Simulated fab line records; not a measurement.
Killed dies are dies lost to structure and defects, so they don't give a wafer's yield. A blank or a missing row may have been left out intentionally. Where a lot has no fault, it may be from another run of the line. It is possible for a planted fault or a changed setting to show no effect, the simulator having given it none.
Split-lot study + flow sfq_line + route with 325 steps; 5 lots, 23 wafers read

THE SPLIT ITSELF
At SFQ_TRILAYER_I3_VIA_LITHO_PEB_088 (peb time 60 s), the setting peb_time_s was moved away from the recipe's 60 s on 12 of the 23 wafers read, by -14.6% to +7.8%. The other wafers ran this setting at the recipe's value.

There is no step in the file separating the split from the reading.

THE READING
I3.cd_nm (the simulator's own value, which no gauge read), in nm, at SFQ_TRILAYER_I3_VIA_BARC_OPEN_VIA_ETCH_121 (etches BARC in O2, target depth 125 nm, time 41.7 s). The file gives no usual value for it. Here, 11 wafers ran the recipe; their average is 499.5 nm with a standard deviation of 1 nm.

| wafer  | tool, chamber at the split | peb_time_s as run, s | against the recipe | I3.cd_nm, nm | against lot-mates on the recipe |
|--------|----------------------------|----------------------|--------------------|--------------|---------------------------------|
| L075.1 | litho_track-01, 0          | 64.66                | +7.8%              | 508.9        | +11.1                           |
| L075.2 | litho_track-01, 0          | 64.66                | +7.8%              | 508.4        | +10.6                           |
| L075.3 | litho_track-01, 0          | 64.66                | +7.8%              | 508          | +10.2                           |
| L075.5 | litho_track-01, 0          | 60                   | recipe             | 497.9        | -                               |
| L075.6 | litho_track-01, 0          | 60                   | recipe             | 497.6        | -                               |
| L080.1 | litho_track-02, 0          | 64.41                | +7.3%              | 512          | +11.8                           |
| L080.3 | litho_track-02, 0          | 60                   | recipe             | 500.1        | -                               |
| L080.4 | litho_track-02, 0          | 60                   | recipe             | 500.3        | -                               |
| L080.5 | litho_track-02, 0          | 64.41                | +7.3%              | 509.7        | +9.5                            |
| L080.6 | litho_track-02, 0          | 64.41                | +7.3%              | 510.8        | +10.6                           |
| L082.1 | litho_track-02, 0          | 51.23                | -14.6%             | 475.9        | -24.3                           |
| L082.2 | litho_track-02, 0          | 60                   | recipe             | 499.4        | -                               |
| L082.4 | litho_track-02, 0          | 51.23                | -14.6%             | 477.9        | -22.3                           |
| L082.5 | litho_track-02, 0          | 51.23                | -14.6%             | 476.4        | -23.8                           |
| L082.6 | litho_track-02, 0          | 60                   | recipe             | 501          | -                               |
| L084.1 | litho_track-02, 0          | 62.9                 | +4.8%              | 507.6        | +7.9                            |
| L084.2 | litho_track-02, 0          | 62.9                 | +4.8%              | 507.1        | +7.4                            |
| L084.4 | litho_track-02, 0          | 60                   | recipe             | 499.2        | -                               |
| L084.5 | litho_track-02, 0          | 62.9                 | +4.8%              | 504.9        | +5.1                            |
| L084.6 | litho_track-02, 0          | 60                   | recipe             | 500.3        | -                               |
| L085.2 | litho_track-02, 0          | 60                   | recipe             | 500.5        | -                               |
| L085.3 | litho_track-02, 0          | 60                   | recipe             | 499.2        | -                               |
| L085.4 | litho_track-02, 0          | 60                   | recipe             | 499.3        | -                               |

FIT RESULTS
A straight line over all 23 wafers: I3.cd_nm changes by +1.48 nm for each +1% of peb_time_s; r = +0.99; the points scatter about the line by 1.4 nm.
The same after taking each lot's own level away (the mean of its wafers on the recipe; 23 wafers): +1.54 nm for each +1%; r = +1.00; scatter 0.92 nm.
According to that fit, moving peb_time_s by its largest amount changes the reading by 22 nm.
The span of the lots' own levels, 497.75 to 500.20 nm, comes to 2.4 times the standard deviation stated above.
The two slopes are in agreement: the lot-to-lot level therefore moves the slope only a little.
Check: with one of the wafers moved furthest among these (-14.6%) left out of the fit, the line predicts -22.4 nm for it against its lot-mates. Against them it came out at -24.3 nm.

THE OTHER SPLITS THESE WAFERS WENT THROUGH
Other splits were also applied to these wafers ahead of the reading. Each is held against what the fit with the lots' levels taken away leaves over:
| other split on the same wafers                            | wafers away from the commonest value | r with I3.cd_nm (lot level and that fit taken away) |
|-----------------------------------------------------------|--------------------------------------|-----------------------------------------------------|
| SFQ_TRILAYER_I1_VIA_BARC_OPEN_VIA_ETCH_071 time_s         | 7                                    | +0.13                                               |
| SFQ_TRILAYER_M2_LITHO_COAT_057 spin_rpm                   | 9                                    | +0.33                                               |
| SFQ_TRILAYER_M2_LITHO_EXPOSE_058 dose_mj                  | 4                                    | -0.24                                               |
| SFQ_TRILAYER_I2_DEP_PECVD_063 time_s                      | 9                                    | -0.03                                               |
| SFQ_TRILAYER_I2_VIA_LITHO_COAT_067 resist_thk_nm          | 7                                    | -0.09                                               |
| SFQ_TRILAYER_I2_VIA_BARC_OPEN_VIA_ETCH_096 pressure_mtorr | 15                                   | -0.13                                               |
| SFQ_TRILAYER_M3_BARC_OPEN_METAL_ETCH_100 icp_w            | 8                                    | -0.04                                               |

FILE'S OWN FIT
I3.cd_nm changes by +1.53 nm for each +1% of peb_time_s, r = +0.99.
